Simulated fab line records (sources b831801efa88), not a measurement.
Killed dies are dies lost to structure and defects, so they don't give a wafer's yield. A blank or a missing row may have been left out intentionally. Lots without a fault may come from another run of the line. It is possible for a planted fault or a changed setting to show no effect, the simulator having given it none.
Chamber matching -- flow sfqLine -- 3 sister chambers for SFQ_TRILAYER_I3_DEP_PECVD_081 on pecvd-03
The step deposits SiO2 from SiH4/N2O, time 111.11 s, target thk 500 nm. 6 wafers are shown with their chamber, then 8 later ones without.

== WAFERS, EACH WITH ITS CHAMBER ==
wafer,chamber,throttleValvePct (%),heaterPowerW (W)
L577.3,1,24.7,75
L577.5,2,24.1,71
L582.3,1,24.9,84
L582.4,0,26.2,87
L582.5,2,24.1,80
L583.4,0,26.6,101

== WAFERS WHOSE CHAMBER IS MISSING ==
wafer,throttleValvePct (%),heaterPowerW (W)
L583.5,24.7,88
L583.6,23.9,79
L585.4,24.0,84
L585.5,26.1,83
L585.6,24.9,82
L587.1,24.7,76
L587.2,26.4,100
L587.3,24.1,86

== EACH ONE'S CHAMBER ==
wafer,from the rows above,in truth
L583.5,1,1
L583.6,2,2
L585.4,2,2
L585.5,0,0
L585.6,1,1
L587.1,1,1
L587.2,0,0
L587.3,2,2
Correct placement for 8 of the 8. Left unplaced by these rows: 0. Placed wrongly: 0.
How it was worked out, from the rows above alone: a wafer's distance from a chamber is the root of the sum, over the readings, of the square of ((its reading less the chamber's mean) divided by the reading's scatter). The wafer belongs to the nearest chamber; if the next one is less than 2 further off, it can't be placed. For every chamber, the mean is computed from those of its wafers that are shown. How the scatter is found: for the shown wafers, subtract from each reading the mean of its chamber, square and add these, divide the total by (wafers less chambers), then take the root.
